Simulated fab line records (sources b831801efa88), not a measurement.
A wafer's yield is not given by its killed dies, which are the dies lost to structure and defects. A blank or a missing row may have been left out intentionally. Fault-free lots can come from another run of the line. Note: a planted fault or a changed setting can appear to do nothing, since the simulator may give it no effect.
The tool behind it: which one? + flow sky130 + 10 lots with 30 wafers sampled at 7 steps, on a route of 708 steps

== WHAT EACH GAUGE READ, for each wafer ==
SKY_POLY_CUT_CD_MEAS_08 targets a cd of 270 nm.
| lot  | measured     | on       | cdNm (nm)         |
|------|--------------|----------|-------------------|
| L475 | day 24 00:02 | cdSem-02 | 271.0 271.0 271.2 |
| L477 | day 25 01:20 | cdSem-02 | 270.0 270.1 268.7 |
| L480 | day 25 21:11 | cdSem-02 | 270.6 270.2 269.8 |
| L481 | day 26 14:32 | cdSem-02 | 268.4 269.7 268.2 |
| L486 | day 28 02:49 | cdSem-01 | 269.8 270.0 271.0 |
| L490 | day 31 01:26 | cdSem-01 | 272.5 270.1 271.1 |
| L493 | day 31 15:47 | cdSem-01 | 268.4 267.5 267.7 |
| L495 | day 32 08:11 | cdSem-02 | 269.4 269.3 269.1 |
| L497 | day 32 14:14 | cdSem-02 | 268.8 269.6 268.8 |
| L496 | day 32 19:37 | cdSem-01 | 268.7 268.0 267.7 |

SKY_SD_N_TW_MEAS_12.
| lot  | measured     | on           | SD_N_TW        |
|------|--------------|--------------|----------------|
| L475 | day 27 16:42 | filmMetro-02 | 3944 3946 3941 |
| L477 | day 28 16:38 | filmMetro-01 | 3989 3976 3992 |
| L480 | day 29 10:29 | filmMetro-02 | 3958 3932 3953 |
| L481 | day 30 02:18 | filmMetro-02 | 3872 3879 3862 |
| L486 | day 31 14:27 | filmMetro-02 | 3839 3807 3825 |
| L490 | day 34 10:38 | filmMetro-02 | 3947 3949 3948 |
| L493 | day 35 00:11 | filmMetro-01 | 3978 3961 3957 |
| L495 | day 35 14:11 | filmMetro-03 | 3896 3913 3905 |
| L497 | day 35 22:08 | filmMetro-03 | 3890 3907 3906 |
| L496 | day 36 02:37 | filmMetro-02 | 3966 3977 3949 |

SKY_SD_N_RS_MEAS_16: measurement is done with a four-point probe.
| lot  | measured     | on           | SD_N_RS (ohm/sq)  |
|------|--------------|--------------|-------------------|
| L475 | day 27 16:59 | filmMetro-03 | 68.34 68.36 68.56 |
| L477 | day 28 16:55 | filmMetro-03 | 68.76 68.58 68.44 |
| L480 | day 29 10:46 | filmMetro-02 | 68.72 68.68 68.71 |
| L481 | day 30 02:36 | filmMetro-03 | 72.31 72.40 72.40 |
| L486 | day 31 14:44 | filmMetro-01 | 72.49 72.48 72.48 |
| L490 | day 34 10:59 | filmMetro-02 | 68.72 68.72 68.69 |
| L493 | day 35 00:28 | filmMetro-03 | 68.40 68.46 68.44 |
| L495 | day 35 14:28 | filmMetro-01 | 68.58 68.66 68.72 |
| L497 | day 35 22:25 | filmMetro-01 | 68.48 68.59 68.60 |
| L496 | day 36 02:55 | filmMetro-01 | 68.62 68.60 68.57 |

SKY_LI_CONTACT_BOW_MEAS_03.
| lot  | measured     | on           | LI_CONTACT_BOW (um) |
|------|--------------|--------------|---------------------|
| L475 | day 27 17:50 | filmMetro-03 | 56 60 58            |
| L477 | day 28 17:45 | filmMetro-03 | 58 53 62            |
| L480 | day 29 11:37 | filmMetro-03 | 54 55 40            |
| L481 | day 30 03:26 | filmMetro-01 | 62 61 59            |
| L486 | day 31 15:34 | filmMetro-01 | 58 45 57            |
| L490 | day 34 11:49 | filmMetro-02 | 62 55 61            |
| L493 | day 35 01:18 | filmMetro-01 | 61 53 35            |
| L495 | day 35 15:19 | filmMetro-01 | 66 58 63            |
| L497 | day 35 23:15 | filmMetro-02 | 44 55 51            |
| L496 | day 36 03:45 | filmMetro-02 | 48 59 50            |

== WHICH TOOL RAN EACH LOT (tool, then ch and the chambers of the sampled wafers, then the start) ==
| lot  | SKY_LDD_HVN_STRIP_09                | SKY_SD_N_IMPLANT_09             | SKY_SD_N_STRIP_11                   |
|------|-------------------------------------|---------------------------------|-------------------------------------|
| L475 | plasmaAsher-01 ch 0,1, day 20 03:26 | implanter-04 ch 0, day 27 16:19 | plasmaAsher-04 ch 0,1, day 27 16:35 |
| L477 | plasmaAsher-04 ch 0,1, day 20 16:34 | implanter-01 ch 0, day 28 16:14 | plasmaAsher-04 ch 0,1, day 28 16:32 |
| L480 | plasmaAsher-04 ch 0,1, day 22 03:28 | implanter-01 ch 0, day 29 10:05 | plasmaAsher-04 ch 1, day 29 10:23   |
| L481 | plasmaAsher-04 ch 0,1, day 22 20:25 | implanter-01 ch 0, day 30 01:56 | plasmaAsher-03 ch 0,1, day 30 02:13 |
| L486 | plasmaAsher-01 ch 0,1, day 24 10:22 | implanter-01 ch 0, day 31 14:03 | plasmaAsher-04 ch 0,1, day 31 14:21 |
| L490 | plasmaAsher-02 ch 0,1, day 27 12:05 | implanter-01 ch 0, day 34 10:14 | plasmaAsher-03 ch 0,1, day 34 10:32 |
| L493 | plasmaAsher-04 ch 0,1, day 28 02:35 | implanter-04 ch 0, day 34 23:47 | plasmaAsher-01 ch 0,1, day 35 00:05 |
| L495 | plasmaAsher-04 ch 0,1, day 28 22:01 | implanter-02 ch 0, day 35 13:47 | plasmaAsher-04 ch 0,1, day 35 14:05 |
| L497 | plasmaAsher-01 ch 0,1, day 29 01:20 | implanter-04 ch 0, day 35 21:44 | plasmaAsher-01 ch 0,1, day 35 22:02 |
| L496 | plasmaAsher-02 ch 0,1, day 29 06:38 | implanter-01 ch 0, day 36 02:14 | plasmaAsher-01 ch 0,1, day 36 02:31 |
- SKY_LDD_HVN_STRIP_09: strips in O2/N2.
- SKY_SD_N_IMPLANT_09
- SKY_SD_N_STRIP_11: strips in O2/N2.

== WHAT THE TOOLS THEMSELVES READ (means of the sampled wafers that have a number; where no wafer has one, the mark that the record gives instead) ==
SKY_LDD_HVN_STRIP_09.
| lot  | tool           | chamberPressureMTorr (mTorr) | drypumpMotorCurrentA (A) | oesProductAu (a.u.) | stripTimeToEndpointS (s) |
|------|----------------|------------------------------|--------------------------|---------------------|--------------------------|
| L475 | plasmaAsher-01 | 1499.1                       | 5.9                      | 0.407               | 4.154                    |
| L477 | plasmaAsher-04 | 1500.6                       | 5.8                      | 0.409               | 4.131                    |
| L480 | plasmaAsher-04 | 1500.2                       | 5.8                      | 0.403               | 4.157                    |
| L481 | plasmaAsher-04 | 1501.0                       | 5.7                      | 0.410               | 4.136                    |
| L486 | plasmaAsher-01 | 1500.4                       | 6.3                      | 0.403               | 4.126                    |
| L490 | plasmaAsher-02 | 1500.8                       | 6.0                      | 0.408               | 4.134                    |
| L493 | plasmaAsher-04 | 1500.3                       | 5.7                      | 0.407               | 4.139                    |
| L495 | plasmaAsher-04 | 1500.5                       | 5.7                      | 0.411               | 4.141                    |
| L497 | plasmaAsher-01 | 1502.2                       | 5.9                      | 0.408               | 4.121                    |
| L496 | plasmaAsher-02 | 1498.9                       | 6.1                      | 0.406               | 4.118                    |

SKY_SD_N_IMPLANT_09.
| lot  | tool         | beamEnergyKeV | beamOnS (s) |
|------|--------------|---------------|-------------|
| L475 | implanter-04 | 50.026        | 18.4        |
| L477 | implanter-01 | 50.005        | 17.8        |
| L480 | implanter-01 | 49.996        | 17.8        |
| L481 | implanter-01 | 44.722        | 17.2        |
| L486 | implanter-01 | 44.720        | 17.6        |
| L490 | implanter-01 | 49.995        | 17.5        |
| L493 | implanter-04 | 49.982        | 18.3        |
| L495 | implanter-02 | 49.984        | 22.5        |
| L497 | implanter-04 | 50.011        | 18.3        |
| L496 | implanter-01 | 50.013        | 17.5        |

SKY_SD_N_STRIP_11.
| lot  | tool           | chamberPressureMTorr (mTorr) | drypumpMotorCurrentA (A) | oesProductAu (a.u.) | stripTimeToEndpointS (s) |
|------|----------------|------------------------------|--------------------------|---------------------|--------------------------|
| L475 | plasmaAsher-04 | 1500.0                       | 5.8                      | 0.531               | 22.51                    |
| L477 | plasmaAsher-04 | 1501.4                       | 5.7                      | 0.528               | 22.58                    |
| L480 | plasmaAsher-04 | 1500.0                       | 5.7                      | 0.527               | 22.46                    |
| L481 | plasmaAsher-03 | 1499.1                       | 5.3                      | 0.541               | 21.72                    |
| L486 | plasmaAsher-04 | 1499.7                       | 5.7                      | 0.538               | 21.77                    |
| L490 | plasmaAsher-03 | 1499.4                       | 5.3                      | 0.534               | 22.49                    |
| L493 | plasmaAsher-01 | 1500.3                       | 5.9                      | 0.528               | 22.54                    |
| L495 | plasmaAsher-04 | 1499.7                       | 5.7                      | 0.523               | 22.55                    |
| L497 | plasmaAsher-01 | 1501.4                       | 5.9                      | 0.528               | 22.59                    |
| L496 | plasmaAsher-01 | 1500.8                       | 6.3                      | 0.529               | 22.56                    |

== THE ANSWER, worked out from the rows above alone ==
Rule: usual is defined by the lots themselves. The widest of any qualifying gaps counts: lots, ordered by their means at a reading, are off when they make up no more than a third of the lots, leave a main group of 4 or more, and stand apart from it by 3 or more times the standard deviation of that group's means. The tables above print the reading to a certain number of digits; a main group whose means all agree to those digits is not used. A lot without any number at a reading at which 4 lots or more have one is off too. All remaining lots with rows at the step are treated as sound. The gauges are gone through in route order, then the tools' own readings, and for those a lot's mean is taken as printed above. At the first step where some lot is off, the reading lying furthest off is the one used; lots without a number count as furthest.
Off: at SKY_SD_N_RS_MEAS_16 (SD_N_RS), L481, L486. For the main group the mean is 68.58 ohm/sq and the standard deviation 0.1.
If a tool, at a process step before that reading, ran all the lots that are off and no sound lot after the first of them, it fits. The gauges at SKY_SD_N_RS_MEAS_16 aren't tried: what is off there is off at SKY_SD_N_IMPLANT_09 too, on other tools, and a gauge's error can't cause that. No candidate that was tried fits.

== WHAT WAS PUT IN BY THE SIMULATOR ==
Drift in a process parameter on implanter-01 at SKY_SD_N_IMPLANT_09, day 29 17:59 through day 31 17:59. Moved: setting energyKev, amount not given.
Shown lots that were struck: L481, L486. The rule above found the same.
